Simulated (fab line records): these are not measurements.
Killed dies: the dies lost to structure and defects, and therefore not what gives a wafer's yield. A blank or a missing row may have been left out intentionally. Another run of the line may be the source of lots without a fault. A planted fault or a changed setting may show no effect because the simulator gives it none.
2 desks, one fault || flow sky130 || only its own numbers are on each desk; what lay behind them is given at the end

AT THE METROLOGY DESK
What the gauges read, lot by lot, whatever tool the lot ran on: means of the sampled wafers that have a number. If a lot's mean is further than 4 standard deviations from the usual mean, the lot is out of limits and carries the mark OUT (the distance appears in the brackets).
Columns: A = INCOMING_BOW at SKY_FIELD_ISO_BOW_MEAS_00, usual -1 um; B = NWELL_OXIDATION_THK at SKY_NWELL_THK_MEAS_02, usual 9.88 nm; C = VT_ADJUST_LVTN_01_OVL at SKY_VT_ADJUST_LVTN_OVL_MEAS_18, usual -0.3 nm; D = CAPM_TIN_RS at SKY_CAPM_RS_MEAS_03, usual 6.89 ohm/sq; E = CAPM_TIN_THK at SKY_CAPM_THK_MEAS_04, usual 200.6 nm
{"lot": "L953", "first seen here": "day 1 15:02", "A": -2, "B": 9.85, "C": -2.0, "D": 6.89, "E": 201.5}
{"lot": "L955", "first seen here": "day 2 01:01", "A": -4, "B": 9.64, "C": 0.3, "D": 6.83, "E": 203.1}
{"lot": "L956", "first seen here": "day 2 06:04", "A": -0, "B": 9.75, "C": -1.2, "D": 6.89, "E": 200.1}
{"lot": "L957", "first seen here": "day 2 11:00", "A": 6, "B": 9.87, "C": -2.2, "D": 6.89, "E": 201.5}
{"lot": "L965", "first seen here": "day 4 03:02", "A": 5, "B": 9.95, "C": 1.6, "D": "7.89 (+17) OUT", "E": "181.4 (-11) OUT"}
{"lot": "L966", "first seen here": "day 4 08:00", "A": -0, "B": 9.69, "C": -1.0, "D": "7.85 (+17) OUT", "E": "182.1 (-10) OUT"}
{"lot": "L971", "first seen here": "day 5 09:04", "A": -3, "B": 9.88, "C": 0.9, "D": 6.92, "E": 199.0}
{"lot": "L972", "first seen here": "day 5 14:02", "A": -8, "B": 10.03, "C": -0.4, "D": 6.91, "E": 200.0}
{"lot": "L973", "first seen here": "day 5 19:01", "A": 5, "B": 9.97, "C": -0.4, "D": 6.87, "E": 200.6}
{"lot": "L974", "first seen here": "day 6 00:00", "A": 1, "B": 9.45, "C": 0.0, "D": 6.88, "E": 201.1}
Per this desk, out of limits: L965, L966; the first was L965, day 40 17:50 (CAPM_TIN_RS at SKY_CAPM_RS_MEAS_03). Within limits: L953, L955, L956, L957, L971, L972, L973, L974.

DESK OF THE TOOL OWNER: pvd sputter-03
At SKY_CAPM_SPUTTER_02 (material TiN, target thk 200 nm, time 166.7 s) the tool's own readings: per lot run on this tool, the mean of the sampled wafers that have a number. If a lot's mean is further than 4 standard deviations from the usual mean, the lot is out of limits and carries the mark OUT (the distance appears in the brackets).
Columns: A = chamber pressure pa at SKY_CAPM_SPUTTER_02, usual 0.3999 Pa; B = throttle valve pct at SKY_CAPM_SPUTTER_02, usual 29.3 %
{"lot": "L965", "first seen here": "day 40 17:41", "A": 0.4003, "B": 28.8}
{"lot": "L966", "first seen here": "day 40 20:25", "A": 0.4000, "B": 28.7}
This desk's finding: nothing out of limits on any of the 2 lots.

PUT TOGETHER
The metrology desk could have raised an alarm at day 40 17:50, on L965, L966.
Nothing out of limits was seen by the tool owner's desk.
Tool owner's desk: L965, L966 on record, inside its limits.
Of the lots named, all ran SKY_CAPM_SPUTTER_02 on pvd sputter-03.

WHAT THE SIMULATOR HAD PUT IN
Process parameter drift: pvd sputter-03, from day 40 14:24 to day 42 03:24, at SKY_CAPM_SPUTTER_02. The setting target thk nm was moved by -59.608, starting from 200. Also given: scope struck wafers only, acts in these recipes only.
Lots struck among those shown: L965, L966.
Time in hours between the start of the fault and the first out-of-limits reading at each desk: metrology desk, 3.
